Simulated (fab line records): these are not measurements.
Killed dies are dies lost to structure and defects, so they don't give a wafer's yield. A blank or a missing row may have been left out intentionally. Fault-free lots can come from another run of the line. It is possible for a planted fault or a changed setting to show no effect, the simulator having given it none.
fab line records	flow gf180mcu
[record] lots = 11	wafers = 33	last-day = 34
route steps=602 shown DNWELL@40 NWELL@52 NSD@247 M1@329
lots untouched by any fault: they come from a run of this same line in which no faults occurred
start-h: start of the lot's first displayed wafer, in hours after the record's first day	wait-h: hours since the lot's step before	" the same as in the row above	L1.1+2: one row covering several wafers at once	- either no value or no given start	* or withheld: withheld	< > ~ a bound
route shown NAME@n: names a module that has steps shown in the file, with the first one's number in the route	usual: mean/standard deviation of fault-free wafers	same: alike in all rows	chamber/n: place in a boat	sites: readings site by site	_std_site: the values' standard deviation	_edge_site: mean of outer sites minus mean of inner sites	radius-mm: how far each site lies from the wafer's centre	mask NAME#n: copy n	behind: the last tool/chamber to shape the wafer	hold: the reason the lot was held/the length of the hold in hours/how it ended	device: which transistor (n, p or np) failed to switch	end of line: the route-end tests of the same wafers	a step given without rows: its recipe and nothing more	killed: dies that structure and defects cost at the first sort, which is not the same as the wafer's yield	map: a wafer's dies, x killed, . not, _ none there
set.NAME: the setting the step ran with; set.NAME@STEP: the setting that earlier step ran with	model.NAME: the simulator's own value behind a step, which no gauge read
route steps across a sampled set of lots; one table per step, one row per wafer
services: when a tool's chamber went out of use (start-h, in hours from the record's first day, below 0 if earlier), for how many hours, and the reason
[[steps]]
[step GF_DNWELL_STRIP_08]
[recipe] chemistry = O2/N2	power-w = 1400	pressure-mtorr = 1500	platen-temp-c = 250	o2-flow-sccm = 3000	n2-flow-sccm = 300	overash-fraction = 0.5
[usual] drypump-motor-current-A = 5.8/0.42	heater-power-w = 334/36	n2-flow-sccm = 300.1/0.95	oes-product-au = 0.722/0.0045	strip-time-to-endpoint-s = 36.93/0.1
lot.wafer	tool	chamber	start-h	wait-h	drypump-motor-current-A	heater-power-w	n2-flow-sccm	oes-product-au	rf-hours-counter-h	strip-time-to-endpoint-s
L992.4	plasma-asher-01	1	43.00	0.1	5.6	377	300.5	0.723	-	36.90
L992.5	"	1	"	"	5.6	379	300.4	0.723	-	36.87
L992.6	"	0	"	"	6.0	289	300.7	0.726	-	36.95
L995.2	plasma-asher-04	1	62.53	0.2	5.6	296	299.9	0.723	39	36.72
L995.3	"	1	"	"	5.6	309	300.2	0.724	-	36.80
L995.5	"	1	"	"	5.5	304	300.7	0.722	-	36.93
L997.1	plasma-asher-01	1	72.70	0.1	5.6	377	297.7	0.727	46	36.99
L997.4	"	0	"	"	6.0	295	300.1	0.724	-	36.96
L997.6	"	1	"	"	5.6	381	298.6	0.722	-	37.03
L100.2	plasma-asher-01	1	90.15	0.1	5.6	382	300.7	0.725	47	36.71
L100.3	"	1	"	"	5.6	372	298.8	0.727	-	36.71
L100.5	"	0	"	"	6.0	289	300.5	0.721	-	36.69
L101.1	plasma-asher-04	0	93.45	0.1	5.2	334	300.0	0.725	43	36.93
L101.4	"	1	"	"	5.6	305	300.4	0.726	-	36.81
L101.6	"	0	"	"	5.2	332	299.9	0.720	-	36.81
L102.4	plasma-asher-01	0	95.98	0.1	6.0	285	299.5	0.713	-	36.84
L102.5	"	0	"	"	6.0	292	298.6	0.723	-	36.83
L102.6	"	1	"	"	5.6	387	300.6	0.720	-	36.81
L103.1	plasma-asher-03	1	102.90	0.1	5.9	360	299.0	0.719	30	36.81
L103.3	"	0	"	"	6.8	355	300.7	0.728	-	36.83
L103.6	"	1	"	"	5.9	370	299.9	0.733	-	36.77
L105.1	plasma-asher-01	0	116.33	0.1	6.0	288	300.4	0.727	50	37.14
L105.5	"	0	"	"	6.0	279	300.1	0.723	-	37.14
L105.6	"	1	"	"	5.6	380	299.4	0.721	-	36.95
L107.3	plasma-asher-01	0	123.46	0.1	6.0	286	299.3	0.963	-	-
L107.4	"	1	"	"	5.6	387	301.6	0.976	-	-
L107.6	"	1	"	"	5.6	378	300.6	0.965	-	-
L108.1	plasma-asher-03	0	127.27	0.1	6.8	347	299.3	0.712	32	36.91
L108.5	"	0	"	"	6.8	355	300.5	0.724	-	36.91
L108.6	"	1	"	"	5.9	368	299.7	0.719	-	36.95
L113.1	plasma-asher-04	1	154.03	0.1	5.5	306	300.6	0.720	3	36.97
L113.5	"	1	"	"	5.6	308	300.8	0.725	-	36.92
L113.6	"	0	"	"	5.2	329	301.4	0.729	-	36.90
[step GF_NWELL_STRIP_10]
[recipe] chemistry = O2/N2	power-w = 1400	pressure-mtorr = 1500	platen-temp-c = 250	o2-flow-sccm = 3000	n2-flow-sccm = 300	overash-fraction = 0.5
[usual] drypump-motor-current-A = 6.0/0.53	heater-power-w = 330/32	n2-flow-sccm = 300.1/0.9	oes-product-au = 0.722/0.0047	strip-time-to-endpoint-s = 36.93/0.098
lot.wafer	tool	chamber	start-h	wait-h	drypump-motor-current-A	heater-power-w	n2-flow-sccm	oes-product-au	rf-hours-counter-h	strip-time-to-endpoint-s
L992.4	plasma-asher-02	0	54.95	0.1	5.3	337	299.5	0.721	-	36.90
L992.5	"	0	"	"	5.3	328	300.0	0.728	-	36.92
L992.6	"	1	"	"	6.6	300	298.0	0.727	-	36.92
L995.2	plasma-asher-01	0	75.63	0.1	6.0	286	299.3	0.723	46	36.92
L995.3	"	0	"	"	6.0	284	299.9	0.721	-	36.94
L995.5	"	0	"	"	6.0	293	301.2	0.723	-	36.87
L997.1	plasma-asher-02	0	85.93	0.1	5.3	338	299.5	0.716	41	36.94
L997.4	"	0	"	"	5.3	334	299.9	0.720	-	36.73
L997.6	"	0	"	"	5.3	333	300.7	0.717	-	36.90
L100.2	plasma-asher-02	1	104.51	0.1	6.6	307	300.8	0.725	43	36.92
L100.3	"	1	"	"	6.6	300	299.4	0.724	-	36.98
L100.5	"	0	"	"	5.3	336	298.7	0.722	-	37.03
L101.1	plasma-asher-02	1	107.14	0.1	6.6	307	299.4	0.720	44	36.81
L101.4	"	0	"	"	5.3	336	301.6	0.728	-	36.83
L101.6	"	0	"	"	5.3	333	300.1	0.727	-	36.86
L102.4	plasma-asher-03	0	110.85	0.1	6.8	359	300.6	0.729	-	36.94
L102.5	"	1	"	"	6.0	369	299.4	0.725	-	36.85
L102.6	"	0	"	"	6.8	363	301.5	0.729	-	37.06
L103.1	plasma-asher-03	0	116.29	0.1	6.8	357	300.8	0.726	31	36.86
L103.3	"	1	"	"	6.0	357	300.7	0.726	-	37.03
L103.6	"	0	"	"	6.8	355	300.6	0.725	-	36.92
L105.1	plasma-asher-01	1	130.88	0.1	5.6	369	300.8	0.730	51	37.14
L105.5	"	1	"	"	5.6	376	299.9	0.726	-	36.94
L105.6	"	0	"	"	6.0	288	298.4	0.721	-	37.09
L107.3	plasma-asher-01	1	138.80	0.1	5.6	376	299.5	0.735	-	38.37
L107.4	"	0	"	"	6.0	292	301.1	0.725	-	38.33
L107.6	"	0	"	"	6.0	287	300.2	0.722	-	38.34
L108.1	plasma-asher-02	1	141.93	0.1	6.6	304	301.1	0.727	48	37.07
L108.5	"	0	"	"	5.3	340	301.3	0.718	-	36.96
L108.6	"	1	"	"	6.6	300	299.0	0.724	-	36.97
L113.1	plasma-asher-02	1	172.66	0.1	6.6	303	299.4	0.715	51	36.86
L113.5	"	0	"	"	5.3	335	299.4	0.720	-	36.75
L113.6	"	1	"	"	6.6	301	299.9	0.729	-	36.83
[step GF_NSD_TW_MEAS_12]
[usual] NSD_TW = 4235/22
lot.wafer	tool	chamber	start-h	wait-h	NSD_TW
L992.4	film-metro-01	-	287.81	0.1	4204
L992.5	"	-	"	"	4220
L992.6	"	-	"	"	4208
L995.2	film-metro-04	-	327.24	0.1	4245
L995.3	"	-	"	"	4236
L995.5	"	-	"	"	4250
L997.1	film-metro-01	-	339.80	0.1	4227
L997.4	"	-	"	"	4253
L997.6	"	-	"	"	4256
L101.1	film-metro-04	-	375.50	0.1	4220
L101.4	"	-	"	"	4228
L101.6	"	-	"	"	4241
L100.2	film-metro-03	-	375.92	0.1	4230
L100.3	"	-	"	"	4246
L100.5	"	-	"	"	4245
L102.4	film-metro-03	-	377.86	0.1	4253
L102.5	"	-	"	"	4276
L102.6	"	-	"	"	4254
L103.1	film-metro-01	-	388.90	0.1	4177
L103.3	"	-	"	"	4202
L103.6	"	-	"	"	4212
L105.1	film-metro-03	-	412.00	0.1	4243
L105.5	"	-	"	"	4252
L105.6	"	-	"	"	4247
L107.3	film-metro-04	-	425.72	0.1	4223
L107.4	"	-	"	"	4233
L107.6	"	-	"	"	4221
L108.1	film-metro-04	-	426.38	0.1	4251
L108.5	"	-	"	"	4203
L108.6	"	-	"	"	4230
L113.1	film-metro-04	-	475.50	0.1	4214
L113.5	"	-	"	"	4232
L113.6	"	-	"	"	4243
[step GF_M1_CD_MEAS_14]
[recipe] target-cd-nm = 230
[usual] cd-nm = 229.9/1.3
lot.wafer	tool	chamber	start-h	wait-h	cd-nm
L992.4	cd-sem-01	-	376.60	0.1	229.6
L992.5	"	-	"	"	230.3
L992.6	"	-	"	"	230.4
L995.2	cd-sem-02	-	419.66	0.1	227.8
L995.3	"	-	"	"	229.4
L995.5	"	-	"	"	228.9
L997.1	cd-sem-02	-	434.87	0.1	230.1
L997.4	"	-	"	"	231.2
L997.6	"	-	"	"	231.2
L101.1	cd-sem-02	-	473.67	0.1	228.3
L101.4	"	-	"	"	227.8
L101.6	"	-	"	"	227.9
L100.2	cd-sem-02	-	476.02	0.1	229.4
L100.3	"	-	"	"	228.9
L100.5	"	-	"	"	230.1
L102.4	cd-sem-01	-	477.89	0.1	231.2
L102.5	"	-	"	"	229.5
L102.6	"	-	"	"	229.7
L103.1	cd-sem-01	-	488.67	0.1	232.5
L103.3	"	-	"	"	232.3
L103.6	"	-	"	"	231.2
L105.1	cd-sem-01	-	510.55	0.1	230.1
L105.5	"	-	"	"	229.4
L105.6	"	-	"	"	229.0
L107.3	cd-sem-02	-	524.48	0.1	231.0
L107.4	"	-	"	"	230.4
L107.6	"	-	"	"	231.3
L108.1	cd-sem-01	-	526.70	0.1	228.6
L108.5	"	-	"	"	228.1
L108.6	"	-	"	"	228.9
L113.1	cd-sem-01	-	570.89	0.1	231.8
L113.5	"	-	"	"	231.8
L113.6	"	-	"	"	232.6
[step GF_M1_STRIP_17]
[recipe] chemistry = O2/N2	power-w = 1400	pressure-mtorr = 1500	platen-temp-c = 250	o2-flow-sccm = 3000	n2-flow-sccm = 300	overash-fraction = 0.5
[usual] drypump-motor-current-A = 6.1/0.48	heater-power-w = 339/31	n2-flow-sccm = 300.1/0.95	oes-product-au = 0.557/0.0051	strip-time-to-endpoint-s = 7.85/0.04
lot.wafer	tool	chamber	start-h	wait-h	drypump-motor-current-A	heater-power-w	n2-flow-sccm	oes-product-au	rf-hours-counter-h	strip-time-to-endpoint-s
L992.4	plasma-asher-03	1	376.84	0.1	6.0	361	300.5	0.561	-	7.89
L992.5	"	0	"	"	6.7	356	300.2	0.557	-	7.96
L992.6	"	1	"	"	6.0	360	300.7	0.556	-	7.84
L995.2	plasma-asher-01	1	419.91	0.1	5.6	369	300.1	0.571	82	7.98
L995.3	"	1	"	"	5.6	381	298.5	0.558	-	7.85
L995.5	"	0	"	"	6.0	287	301.0	0.560	-	7.91
L997.1	plasma-asher-02	0	435.14	0.1	5.3	338	299.3	0.562	78	7.95
L997.4	"	1	"	"	6.6	303	300.9	0.556	-	7.96
L997.6	"	1	"	"	6.6	297	300.5	0.555	-	7.95
L101.1	plasma-asher-01	1	473.94	0.1	5.6	355	300.5	0.557	3	7.90
L101.4	"	0	"	"	6.1	282	300.2	0.560	-	7.86
L101.6	"	0	"	"	6.0	292	301.0	0.547	-	7.81
L100.2	plasma-asher-03	0	476.26	0.1	6.8	344	301.0	0.554	69	7.80
L100.3	"	1	"	"	5.9	373	298.3	0.562	-	7.85
L100.5	"	1	"	"	6.0	356	299.0	0.554	-	7.78
L102.4	plasma-asher-01	1	478.13	0.1	5.6	355	300.9	0.552	-	7.79
L102.5	"	1	"	"	5.6	357	301.5	0.552	-	7.89
L102.6	"	0	"	"	6.0	279	298.7	0.554	-	7.79
L103.1	plasma-asher-01	1	488.94	0.1	5.6	361	297.9	0.550	5	7.90
L103.3	"	1	"	"	5.6	366	299.1	0.556	-	7.87
L103.6	"	0	"	"	6.0	285	301.0	0.560	-	7.89
L105.1	plasma-asher-01	0	510.81	0.1	6.0	293	299.6	0.559	7	7.88
L105.5	"	0	"	"	6.0	282	300.2	0.556	-	7.84
L105.6	"	1	"	"	5.6	366	300.9	0.558	-	7.89
L107.3	plasma-asher-03	1	524.75	0.1	5.9	361	299.0	0.554	-	7.80
L107.4	"	0	"	"	6.8	351	298.4	0.554	-	7.79
L107.6	"	1	"	"	6.0	370	299.6	0.549	-	7.80
L108.1	plasma-asher-02	0	526.97	0.1	5.3	333	300.5	0.554	87	7.84
L108.5	"	1	"	"	6.6	305	299.2	0.559	-	7.87
L108.6	"	0	"	"	5.3	332	299.1	0.555	-	7.84
L113.1	plasma-asher-03	1	571.16	0.1	6.0	360	299.9	0.555	80	7.86
L113.5	"	1	"	"	6.0	363	300.0	0.566	-	7.90
L113.6	"	0	"	"	6.8	363	299.5	0.559	-	7.85
[[services]]
tool	chamber	start-h	hours	kind
plasma-asher-04	-	47.75	13.1	repair
plasma-asher-01	-	75.73	10.5	pm
plasma-asher-03	-	81.26	14.3	repair
plasma-asher-02	-	164.51	1.8	repair
plasma-asher-01	-	169.55	4.5	repair
plasma-asher-03	-	213.06	3.3	repair
plasma-asher-02	-	229.41	0.8	repair
plasma-asher-03	-	277.38	1.4	repair
plasma-asher-03	-	280.90	0.3	repair
plasma-asher-03	-	291.06	0.5	repair
plasma-asher-03	-	305.06	3.8	repair
plasma-asher-01	-	326.86	2.8	pm
plasma-asher-02	-	330.26	0.4	repair
plasma-asher-02	-	357.31	3.5	repair
plasma-asher-02	-	386.26	0.7	repair
plasma-asher-03	-	391.79	1.8	repair
plasma-asher-01	-	397.82	7.4	repair
plasma-asher-03	-	420.12	2.0	repair
plasma-asher-01	-	421.25	9.0	pm
plasma-asher-01	-	430.25	14.6	pm
plasma-asher-03	-	440.89	2.4	repair
plasma-asher-02	-	498.95	1.2	repair
plasma-asher-02	-	509.87	2.8	pm
plasma-asher-02	-	559.50	9.8	pm
[[key]]
[first-sign] step = GF_DNWELL_STRIP_08	reading = oes-product-au	direction = up	sigmas = 55	usual = 0.722	struck = 0.968
[effect] step = GF_NWELL_STRIP_10	reading = strip-time-to-endpoint-s	direction = up	sigmas = 14	usual = *	struck = *
met-at GF_DNWELL_STRIP_08
struck-lots L107
tester-left-out L107
not-acting-at GF_NSD_TW_MEAS_12,GF_M1_CD_MEAS_14,GF_M1_STRIP_17
onset-between 116.33 123.46
[fault] kind = strip-aborted	tool = plasma-asher-01	chamber = -	onset-h = 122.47	steps = GF_DNWELL_STRIP_08	offset = 0.35722	end-h = 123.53
// tester-left-out: of these lots the tester's yield and bins aren't shown, on N5 and GAA mostly nor the transistor test; their killed dies are dies lost to structure and defects alone, not to doping, threshold or leakage, so they don't give the yield
